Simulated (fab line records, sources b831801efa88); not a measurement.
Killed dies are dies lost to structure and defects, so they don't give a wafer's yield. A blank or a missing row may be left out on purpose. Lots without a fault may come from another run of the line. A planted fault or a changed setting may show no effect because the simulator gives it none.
A struck lot beside a sound one | flow sky130 | 36 steps out of a route of 708
Sound: wafers L229.2, L229.4, L229.5. Struck: wafer L225.4. (L225.2, L225.5 of the same lot were not struck and are left out.) The cause comes at the end.
At each step with rows: each side's tool, then ch and its chambers, then its first start. Under that, the readings that differ: sound wafers | struck wafers | difference of the means | sigmas: that difference in standard deviations of wafers without a fault.
alike: readings whose means differ by less than 2 such deviations, and words and numbers that are the same on both sides. not compared: withheld readings, readings that some wafer has no value for, bounds like >300 that may hide the same value, and numbers for which the record gives no deviation and whose values overlap.
The two part at a step that has a row with sigmas, a row that says differs or no value, or rows on one side only. Numbers that don't overlap but have no deviation are shown without sigmas and don't part them. A reading that every wafer of one side lacks parts them only if that side has two wafers or more.

first, 9 steps without rows for these wafers: SKY_VIA2_SPUTTER_20 (material TiN, target thk 20 nm, time 80 s); SKY_VIA2_CVD_21 (deposits W, target thk 420 nm, time 126.4 s); SKY_VIA2_CMP_24 (polishes, stops on SiO2, t overpolish 20 s, target thk 0 nm); SKY_METAL3_SPUTTER_00 (material Ti, target thk 15 nm, time 10 s); SKY_METAL3_SPUTTER_01 (material TiN, target thk 20 nm, time 16.7 s); SKY_METAL3_SPUTTER_02 (material AlCu, target thk 735 nm, time 39.1 s); SKY_METAL3_SPUTTER_03 (material Ti, target thk 5 nm, time 3.3 s); SKY_METAL3_SPUTTER_04 (material TiN, target thk 70 nm, time 58.3 s); SKY_CAPM_CVD_00 (deposits SiO2, target thk 15.5 nm).
SKY_CAPM_SPUTTER_02: material TiN, target thk 200 nm, time 166.7 s.
  sound on pvd_sputter-03, day 42 01:49; struck on pvd_sputter-02, day 41 08:24
  reading                                  | sound                | struck | difference | sigmas
  cathode_dc_power_W (W)                   | 6499.8 6501.5 6500.1 | 6253.9 | -246.6     | -99 or more
  model.TiN_of_CAPM_SPUTTER_02.thk_nm (nm) | 201.4 200.8 199.7    | 196.3  | -4.3       |
  alike: throttle_valve_pct
then, 7 steps without rows for these wafers: SKY_CAPM_DEHYDRATE_05 (time 60 s); SKY_CAPM_HMDS_06 (prime time 60 s); SKY_CAPM_COAT_07 (resist thk 1140 nm); SKY_CAPM_SOFTBAKE_08 (time 60 s); SKY_CAPM_EXPOSE_09 (exposes mask CAPM, target cd 1000 nm); SKY_CAPM_PEB_10; SKY_CAPM_DEVELOP_11 (develop time 60 s).
SKY_CAPM_METAL_ETCH_13: etches TiN in Cl2/BCl3, stops on SiO2, target depth 220 nm, time 62.9 s.
  sound on rie_metal-04 ch 0,1, day 43 00:25; struck on rie_metal-04 ch 1, day 42 09:05
  reading                          | sound             | struck | difference | sigmas
  oes_product_au (a.u.)            | 0.943 0.942 0.947 | 0.926  | -0.018     | -2
  model.CAPM.feature_depth_nm (nm) | 201.4 200.8 199.7 | 196.3  | -4.3       |
  model.etch.depth_nm (nm)         | 201.4 200.8 199.7 | 196.3  | -4.3       |
  alike: drypump_motor_current_A, throttle_valve_pct
  not compared: rf_hours_counter_h
then, 16 steps without rows for these wafers: SKY_CAPM_STRIP_14 (strips in O2/N2); SKY_CAPM_STRIP_15 (strips in post etch residue remover, time 1200 s); SKY_CAPM_CLEAN_16 (cleans in IPA, time 180 s); SKY_CAPM_CLEAN_17 (cleans in O3/DIW); SKY_METAL3_DEHYDRATE_05 (time 60 s); SKY_METAL3_HMDS_06 (prime time 60 s); SKY_METAL3_COAT_07 (resist thk 60 nm); SKY_METAL3_COAT_08 (resist thk 1140 nm); SKY_METAL3_SOFTBAKE_09 (time 90 s); SKY_METAL3_EXPOSE_10 (exposes mask MM3, target cd 300 nm); SKY_METAL3_PEB_11; SKY_METAL3_DEVELOP_12 (develop time 60 s); SKY_METAL3_DESCUM_15 (chemistry O2, time 8 s); SKY_METAL3_ETCH_16 (etches BARC in N2/H2, stops on SiO2, time 88.2 s, target depth 60 nm); SKY_METAL3_ETCH_17 (etches SiO2 in C4F8/O2/Ar, stops on TiN, time 3.9 s, target depth 15 nm); SKY_METAL3_METAL_ETCH_18 (etches the open film in Cl2/BCl3, stops on SiO2, target depth 845 nm, time 183.1 s).
SKY_METAL3_STRIP_20: strips in post etch residue remover, time 1200 s.
  sound on wet_bench-01 ch 3, day 44 00:51; struck on wet_bench-04 ch 2, day 43 08:47
  reading                                  | sound             | struck | difference | sigmas
  model.TiN_of_CAPM_SPUTTER_02.thk_nm (nm) | 200.5 199.9 198.9 | 195.4  | -4.4       |
-- the record jumps here: 6 days lie between the struck wafers' starts before and after (it left off in module METAL3 and takes up again in module PAD_OPEN, whose first step shown is number 708 of the route) --
SKY_PAD_OPEN_PROBE_99:
  sound on prober-02, day 50 05:29; struck on prober-02, day 49 16:16
  reading                          | sound             | struck | difference | sigmas
  model.etest.cap_mim.plate_ohm_sq | 5.923 5.996 6.019 | 6.123  | +0.144     |
  alike: defect_limited_yield, killed_at_M0_to_M3, killed_at_M4_up, killed_at_contacts, killed_at_front_end, killed_at_other, killed_dies, killed_open, killed_short, sort_bin_3_pad_short, sort_bin_5_function, sort_bin_6_memory, sort_n_pass, sort_yield_pct

WHERE THEY PART
First at SKY_CAPM_SPUTTER_02; last, within this record, at SKY_CAPM_METAL_ETCH_13. Later steps at which nothing parts them and some readings are alike: SKY_PAD_OPEN_PROBE_99.

WHY: what the simulator had put in
Process parameter drift: pvd_sputter-02, from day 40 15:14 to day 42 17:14, at SKY_CAPM_SPUTTER_02. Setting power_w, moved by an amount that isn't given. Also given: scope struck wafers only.
